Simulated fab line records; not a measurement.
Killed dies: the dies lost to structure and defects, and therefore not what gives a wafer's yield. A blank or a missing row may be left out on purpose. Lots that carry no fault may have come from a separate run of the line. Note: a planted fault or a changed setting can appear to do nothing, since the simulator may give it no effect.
fab line records -- flow sky130
[record] lots = 6, wafers = 18, last_day = 50
route steps=708 shown VIA2@510
lots untouched by any fault: they come from a run of this same line in which no faults occurred
start_h: hours from the record's first day to the start of the lot's first wafer shown -- wait_h: hours since the lot's step before -- " same as the row above -- L1.1+2: a row that stands for several wafers -- - value missing, or start not given -- * or withheld: withheld -- < > ~ a bound
route shown NAME@n: a module of which the file shows steps, and the number in the route of the first -- usual: the fault-free wafers' mean and standard deviation -- same: alike in all rows -- chamber/n: place in a boat -- sites: the reading at each site -- _std_site: the values' standard deviation -- _edge_site: outer sites' mean less inner sites' -- radius_mm: for every site, how far away it sits from the centre of the wafer -- mask NAME#n: copy n -- behind: tool/chamber where the wafer was last shaped -- hold: cause of the lot's hold/its duration in hours/its outcome -- device: which transistor (n, p or np) failed to switch -- end of line: at the end of the route, the tests of the same wafers -- a step given without rows: its recipe and nothing more -- killed: dies that structure and defects cost at the first sort, which is not the same as the wafer's yield -- map: dies across one wafer; x = killed, . = not, _ = none there
set.NAME: the setting the step ran with; set.NAME@STEP: the setting that earlier step ran with -- model.NAME: the simulator's own value behind a step, which no gauge read
lots seen at some steps along the route; tables by step, rows by wafer
services: when a tool's chamber went out of use (start_h, in hours from the record's first day, below 0 if earlier), for how many hours, and the reason
[[steps]]
[step SKY_VIA2_BOW_MEAS_03]
[recipe] mode = bow
[usual] VIA2_BOW = 86/7.3
lot.wafer,tool,chamber,start_h,wait_h,VIA2_BOW[um]
L224.1,film_metro-03,-,862.12,0.1,73
L224.2,film_metro-03,-,862.12,0.1,92
L224.4,film_metro-03,-,862.12,0.1,78
L230.2,film_metro-01,-,914.33,0.2,77
L230.4,film_metro-01,-,914.33,0.2,79
L230.6,film_metro-01,-,914.33,0.2,97
L238.2,film_metro-01,-,957.83,0.2,97
L238.3,film_metro-01,-,957.83,0.2,91
L238.6,film_metro-01,-,957.83,0.2,92
L239.1,film_metro-03,-,965.06,0.2,90
L239.3,film_metro-03,-,965.06,0.2,85
L239.4,film_metro-03,-,965.06,0.2,102
L242.1,film_metro-03,-,983.02,0.1,83
L242.2,film_metro-03,-,983.02,0.1,89
L242.6,film_metro-03,-,983.02,0.1,92
L243.3,film_metro-02,-,990.35,0.1,90
L243.5,film_metro-02,-,990.35,0.1,77
L243.6,film_metro-02,-,990.35,0.1,89
[step SKY_VIA2_DEHYDRATE_04]
[recipe] temp_c = 200, time_s = 60
[step SKY_VIA2_HMDS_05]
[recipe] prime_time_s = 60, prime_temp_c = 120
[step SKY_VIA2_COAT_06]
[recipe] resist = BARC, temp_c = withheld, time_s = withheld, spin_rpm = 3000, resist_thk_nm = 60
[step SKY_VIA2_COAT_07]
[recipe] resist = KrF-thick, spin_rpm = 3000, resist_thk_nm = 450
[step SKY_VIA2_SOFTBAKE_08]
[recipe] temp_c = 100, time_s = 90, resist = KrF-thick
[step SKY_VIA2_EXPOSE_09]
[recipe] mask_id = VIM2, na = 0.8, source_shape = annular, sigma_inner = 0.55, sigma_outer = 0.85, target_cd_nm = 200, dose_mj = 38
[step SKY_VIA2_PEB_10]
[recipe] peb_temp_c = withheld, peb_time_s = withheld, resist = KrF-thick
[step SKY_VIA2_DEVELOP_11]
[recipe] develop_time_s = 60, resist = KrF-thick, dev_temp_c = 21
[step SKY_VIA2_CD_MEAS_12]
[recipe] target_cd_nm = 200
[usual] cd_nm = 199.7/1.3
lot.wafer,tool,chamber,start_h,wait_h,cd_nm
L224.1,cd_sem-02,-,889.19,-,199.5
L224.2,cd_sem-02,-,889.19,-,198.8
L224.4,cd_sem-02,-,889.19,-,199.0
L230.2,cd_sem-01,-,940.36,-,200.3
L230.4,cd_sem-01,-,940.36,-,199.6
L230.6,cd_sem-01,-,940.36,-,200.3
L238.2,cd_sem-01,-,982.59,-,200.2
L238.3,cd_sem-01,-,982.59,-,197.8
L238.6,cd_sem-01,-,982.59,-,199.3
L239.1,cd_sem-01,-,989.39,-,199.9
L239.3,cd_sem-01,-,989.39,-,200.0
L239.4,cd_sem-01,-,989.39,-,200.5
L242.1,cd_sem-02,-,1006.34,-,199.1
L242.2,cd_sem-02,-,1006.34,-,199.2
L242.6,cd_sem-02,-,1006.34,-,199.1
L243.3,cd_sem-02,-,1015.06,-,199.5
L243.5,cd_sem-02,-,1015.06,-,200.6
L243.6,cd_sem-02,-,1015.06,-,199.3
[step SKY_VIA2_OVL_MEAS_13]
[usual] VIA2_OVL = -1/5
lot.wafer,tool,chamber,start_h,wait_h,VIA2_OVL[nm]
L224.1,overlay-01,-,889.31,0.1,8
L224.2,overlay-01,-,889.31,0.1,-1
L224.4,overlay-01,-,889.31,0.1,5
L230.2,overlay-01,-,940.46,0.1,-2
L230.4,overlay-01,-,940.46,0.1,-3
L230.6,overlay-01,-,940.46,0.1,4
L238.2,overlay-01,-,982.69,0.1,6
L238.3,overlay-01,-,982.69,0.1,-4
L238.6,overlay-01,-,982.69,0.1,3
L239.1,overlay-02,-,989.51,0.1,-3
L239.3,overlay-02,-,989.51,0.1,-5
L239.4,overlay-02,-,989.51,0.1,2
L242.1,overlay-01,-,1006.46,0.1,-7
L242.2,overlay-01,-,1006.46,0.1,-7
L242.6,overlay-01,-,1006.46,0.1,-3
L243.3,overlay-02,-,1015.15,0.1,3
L243.5,overlay-02,-,1015.15,0.1,3
L243.6,overlay-02,-,1015.15,0.1,2
[step SKY_VIA2_ETCH_14]
[recipe] chemistry = N2/H2, target = BARC, ion_energy_ev = 200, source_w = 500, bias_w = 100, pressure_mtorr = 30, n2_flow_sccm = 100, h2_flow_sccm = 200, stop_on = SiO2, time_s = 45.9, target_depth_a = 600
[usual] bias_w = 99.99/0.29, chamber_pressure_mTorr = 29.996/0.026, drypump_motor_current_A = 5.9/0.43, oes_product_au = 0.855/0.0045, throttle_valve_pct = 13.226/0.0087
lot.wafer,tool,chamber,start_h,wait_h,bias_w,chamber_pressure_mTorr,drypump_motor_current_A,oes_product_au,rf_hours_counter_h,throttle_valve_pct
L224.1,rie_diel-04,3,889.34,0.0,99.81,30.016,5.3,0.855,13,13.238
L224.2,rie_diel-04,0,889.34,0.0,99.83,30.014,6.3,0.853,8,13.234
L224.4,rie_diel-04,2,889.34,0.0,99.94,29.972,5.5,0.858,14,13.217
L230.2,rie_diel-03,1,940.49,0.0,99.83,29.993,5.1,0.859,8,13.228
L230.4,rie_diel-03,3,940.49,0.0,100.33,29.991,6.0,0.855,9,13.214
L230.6,rie_diel-03,0,940.49,0.0,100.44,30.005,6.0,0.851,-,13.232
L238.2,rie_diel-03,0,982.72,0.0,99.90,30.006,5.9,0.859,12,13.234
L238.3,rie_diel-03,2,982.72,0.0,99.98,30.038,5.0,0.857,11,13.236
L238.6,rie_diel-03,2,982.72,0.0,100.63,30.007,5.0,0.853,-,13.229
L239.1,rie_diel-04,0,989.54,0.0,99.59,29.991,6.4,0.853,10,13.216
L239.3,rie_diel-04,2,989.54,0.0,99.57,30.000,5.5,0.854,17,13.231
L239.4,rie_diel-04,3,989.54,0.0,100.37,29.979,5.3,0.856,16,13.221
L242.1,rie_diel-01,0,1006.49,0.0,100.70,30.039,5.9,0.858,19,13.232
L242.2,rie_diel-01,3,1006.49,0.0,100.09,29.991,6.2,0.856,30,13.236
L242.6,rie_diel-01,0,1006.49,0.0,100.80,29.997,5.9,0.857,-,13.219
L243.3,rie_diel-03,0,1015.17,0.0,99.56,29.964,6.0,0.855,13,13.224
L243.5,rie_diel-03,0,1015.17,0.0,99.69,29.975,6.0,0.850,-,13.223
L243.6,rie_diel-03,3,1015.17,0.0,100.21,29.981,6.0,0.859,-,13.222
[step SKY_VIA2_ETCH_15]
[recipe] target = SiO2, chemistry = C4F8/O2/Ar, target_depth_nm = 546, stop_on = TiN, mask_material = KrF-thick, source_w = 1500, bias_w = 1200, pressure_mtorr = 40, c4f8_flow_sccm = withheld, O2_flow_sccm = 6, Ar_flow_sccm = 300, time_s = 84
[usual] bias_w = 1200/3.5, chamber_pressure_mTorr = 40.00/0.035, oes_product_au = 0.940/0.0049
lot.wafer,tool,chamber,start_h,wait_h,bias_w,chamber_pressure_mTorr,oes_product_au,rf_hours_counter_h,model.KrF-thick_of_VIA2_COAT_07.thk_nm
L224.1,rie_diel-04,3,889.39,0.0,1199,40.02,0.940,13,286.6
L224.2,rie_diel-04,0,889.39,0.0,1193,39.96,0.943,8,281.6
L224.4,rie_diel-04,2,889.39,0.0,1199,40.02,0.939,14,282.5
L230.2,rie_diel-03,1,940.54,0.0,1202,40.00,0.936,8,287.3
L230.4,rie_diel-03,3,940.54,0.0,1202,40.00,0.934,9,286.7
L230.6,rie_diel-03,0,940.54,0.0,1196,40.00,0.941,-,283.4
L238.2,rie_diel-03,0,982.77,0.0,-,-,-,-,392.7
L238.3,rie_diel-03,2,982.77,0.0,-,-,-,-,392.4
L238.6,rie_diel-03,2,982.77,0.0,-,-,-,-,391.5
L239.1,rie_diel-04,0,989.59,0.0,-,-,-,-,394.6
L239.3,rie_diel-04,3,989.59,0.0,-,-,-,-,393.2
L239.4,rie_diel-04,0,989.59,0.0,-,-,-,-,393.3
L242.1,rie_diel-01,0,1006.54,0.0,1204,39.99,0.956,19,281.5
L242.2,rie_diel-01,3,1006.54,0.0,1201,39.97,0.946,30,284.7
L242.6,rie_diel-01,0,1006.54,0.0,1203,39.96,0.932,-,282.9
L243.3,rie_diel-03,0,1015.22,0.0,1205,40.06,0.945,13,282.6
L243.5,rie_diel-03,0,1015.22,0.0,1201,40.01,0.942,-,284.2
L243.6,rie_diel-03,3,1015.22,0.0,1203,39.99,0.939,-,286.4
[step SKY_VIA2_STRIP_16]
[recipe] chemistry = O2/N2, power_w = 1400, pressure_mtorr = 1500, platen_temp_c = withheld, o2_flow_sccm = 3000, n2_flow_sccm = 300, overash_fraction = 0.5
[usual] drypump_motor_current_A = 5.6/0.31, oes_product_au = 0.398/0.0047, strip_time_to_endpoint_s = 4.050/0.025
lot.wafer,tool,chamber,start_h,wait_h,drypump_motor_current_A,oes_product_au,rf_hours_counter_h,strip_time_to_endpoint_s
L224.1,plasma_asher-01,0,889.45,0.0,5.1,0.393,76,4.086
L224.2,plasma_asher-01,1,889.45,0.0,5.3,0.395,76,4.029
L224.4,plasma_asher-01,1,889.45,0.0,5.3,0.406,-,4.041
L230.2,plasma_asher-03,0,940.60,0.0,5.3,0.402,112,4.077
L230.4,plasma_asher-03,1,940.60,0.0,5.3,0.403,-,4.090
L230.6,plasma_asher-03,0,940.60,0.0,5.3,0.396,-,4.059
L238.2,plasma_asher-04,0,982.83,0.0,5.9,0.449,54,5.192
L238.3,plasma_asher-04,0,982.83,0.0,5.9,0.446,-,5.197
L238.6,plasma_asher-04,0,982.83,0.0,5.9,0.447,-,5.190
L239.1,plasma_asher-03,1,989.66,0.0,5.2,0.445,116,5.219
L239.3,plasma_asher-03,1,989.66,0.0,5.3,0.444,-,5.223
L239.4,plasma_asher-03,0,989.66,0.0,5.3,0.447,-,5.205
L242.1,plasma_asher-03,1,1006.60,0.0,5.3,0.395,118,4.037
L242.2,plasma_asher-03,0,1006.60,0.0,5.3,0.401,118,4.055
L242.6,plasma_asher-03,0,1006.60,0.0,5.3,0.396,-,4.039
L243.3,plasma_asher-04,0,1015.31,0.1,5.9,0.404,-,4.052
L243.5,plasma_asher-04,1,1015.31,0.1,5.8,0.395,-,4.046
L243.6,plasma_asher-04,0,1015.31,0.1,5.9,0.398,-,4.097
[step SKY_VIA2_STRIP_17]
[recipe] chemistry = post_etch_residue_remover, time_s = 1200, temp_c = 72.5
[[services]]
tool,chamber,start_h,hours,kind
rie_diel-01,2,874.73,5.6,repair
rie_diel-03,-,882.90,0.4,repair
plasma_asher-03,-,884.55,4.4,repair
rie_diel-03,1,917.02,7.1,repair
rie_diel-03,-,944.15,0.2,repair
rie_diel-01,2,977.09,2.0,repair
plasma_asher-01,-,986.99,2.8,pm
[[key]]
[first_sign] step = SKY_VIA2_ETCH_15, reading = tool_record, direction = missing
[effect] step = SKY_VIA2_STRIP_16, reading = strip_time_to_endpoint_s, direction = up, sigmas = 46, usual = *, struck = *
[model_effect] step = SKY_VIA2_ETCH_15, value = KrF-thick_of_VIA2_COAT_07.thk_nm, without = 282.3, struck = 392.9
met_at SKY_VIA2_ETCH_15
struck_wafers L238.2,L238.3,L238.6,L239.1,L239.3,L239.4
later_rows_left_out L238.2,L238.3,L238.6,L239.1,L239.3,L239.4
sort_left_out L238.2,L238.3,L238.6,L239.1,L239.3,L239.4
onset_between 940.54 982.77
[fault] kind = skipped_step_whole, tool = rie_diel-03,rie_diel-04, chamber = -, onset_h = 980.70, steps = SKY_VIA2_ETCH_15, scope = struck_lots_only
// sort_left_out: the simulated sort isn't trusted on such a fault, so these wafers' sort isn't shown, and their yield isn't known
// later_rows_left_out: the simulator's readings of these wafers behind a module that went badly wrong aren't trusted and aren't shown, but for the sort
